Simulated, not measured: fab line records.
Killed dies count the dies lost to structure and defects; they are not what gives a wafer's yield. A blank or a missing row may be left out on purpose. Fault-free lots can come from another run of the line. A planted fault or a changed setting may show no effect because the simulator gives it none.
Which tool was responsible? | flow sfq-line | 14 lots with 42 wafers sampled at 2 steps, on a route of 325 steps

## WHAT THE GAUGES READ, wafer by wafer
SFQ_M6_RS_MEAS_938: the measuring method here is four-point-probe.
lot  | measured     | on            | M6_NB_RS (ohm/sq)
L150 | day 60 04:47 | film-metro-04 | 0.920 0.915 0.913
L151 | day 60 06:00 | film-metro-03 | 0.877 0.889 0.890
L152 | day 60 08:25 | film-metro-03 | 0.880 0.870 0.877
L153 | day 64 07:44 | film-metro-02 | 0.893 0.886 0.887
L156 | day 65 21:32 | film-metro-02 | 0.888 0.900 0.902
L157 | day 65 23:57 | film-metro-04 | 0.904 0.911 0.910
L158 | day 66 01:08 | film-metro-02 | 0.890 0.894 0.901
L159 | day 66 04:44 | film-metro-03 | 0.880 0.893 0.900
L160 | day 69 07:51 | film-metro-03 | 0.898 0.902 0.888
L166 | day 72 03:23 | film-metro-03 | 0.889 0.900 0.799
L168 | day 72 10:35 | film-metro-03 | 0.883 0.903 0.803
L170 | day 72 15:25 | film-metro-04 | 0.872 0.872 0.878
L171 | day 72 18:23 | film-metro-02 | 0.905 0.887 0.902
L172 | day 73 03:26 | film-metro-04 | 0.881 0.885 0.886

## TOOL THAT RAN EACH LOT (tool first, then ch and the chambers of the sampled wafers, then the start)
lot  | SFQ_TRILAYER_M6_DEP_SPUTTER_157
L150 | pvd-sputter-04, day 60 04:41
L151 | pvd-sputter-04, day 60 05:55
L152 | pvd-sputter-06, day 60 08:19
L153 | pvd-sputter-06, day 64 07:38
L156 | pvd-sputter-04, day 65 21:26
L157 | pvd-sputter-06, day 65 23:50
L158 | pvd-sputter-05, day 66 01:02
L159 | pvd-sputter-04, day 66 04:38
L160 | pvd-sputter-06, day 69 07:42
L166 | pvd-sputter-04, day 72 03:18
L168 | pvd-sputter-04, day 72 10:30
L170 | pvd-sputter-05, day 72 15:18
L171 | pvd-sputter-06, day 72 18:18
L172 | pvd-sputter-05, day 73 03:18
- SFQ_TRILAYER_M6_DEP_SPUTTER_157: material Nb, target thk 200 nm, time 133.3 s.

## WHAT THE TOOLS THEMSELVES READ (means of the sampled wafers that have a number; where no wafer has one, the mark that the record gives instead)
SFQ_TRILAYER_M6_DEP_SPUTTER_157.
lot  | tool           | chamber-pressure-pa (Pa) | throttle-valve-pct (%)
L150 | pvd-sputter-04 | 0.13295                  | 31.0
L151 | pvd-sputter-04 | 0.13325                  | 29.6
L152 | pvd-sputter-06 | 0.13352                  | 30.0
L153 | pvd-sputter-06 | 0.13321                  | 29.5
L156 | pvd-sputter-04 | 0.13358                  | 31.7
L157 | pvd-sputter-06 | 0.13323                  | 29.1
L158 | pvd-sputter-05 | 0.13361                  | 29.2
L159 | pvd-sputter-04 | 0.13335                  | 30.6
L160 | pvd-sputter-06 | 0.13335                  | 30.0
L166 | pvd-sputter-04 | 0.13298                  | 31.2
L168 | pvd-sputter-04 | 0.13338                  | 30.5
L170 | pvd-sputter-05 | 0.13333                  | 29.1
L171 | pvd-sputter-06 | 0.13333                  | 29.8
L172 | pvd-sputter-05 | 0.13369                  | 29.3

## THE ANSWER, worked out from the rows above alone
Rule: the usual values come from the lots themselves. The widest of any qualifying gaps counts: lots, ordered by their means at a reading, are off when they make up no more than a third of the lots, leave a main group of 4 or more, and stand apart from it by 3 or more times the standard deviation of that group's means. A main group whose means are all the same, to the digits that the tables above print for the reading, isn't used. A lot without any number at a reading at which 4 lots or more have one is off too. Any other lot the step has rows for is counted as sound. Order of review: gauges by route order, followed by the tools' own readings, for which a lot's mean as printed above is used. The first step at which some lot is off is used, and at that step the reading that is off furthest; a lot without a number counts as furthest.
No lot is off at any reading shown: from this, nothing can be told.

## WHAT HAD BEEN PUT IN BY THE SIMULATOR
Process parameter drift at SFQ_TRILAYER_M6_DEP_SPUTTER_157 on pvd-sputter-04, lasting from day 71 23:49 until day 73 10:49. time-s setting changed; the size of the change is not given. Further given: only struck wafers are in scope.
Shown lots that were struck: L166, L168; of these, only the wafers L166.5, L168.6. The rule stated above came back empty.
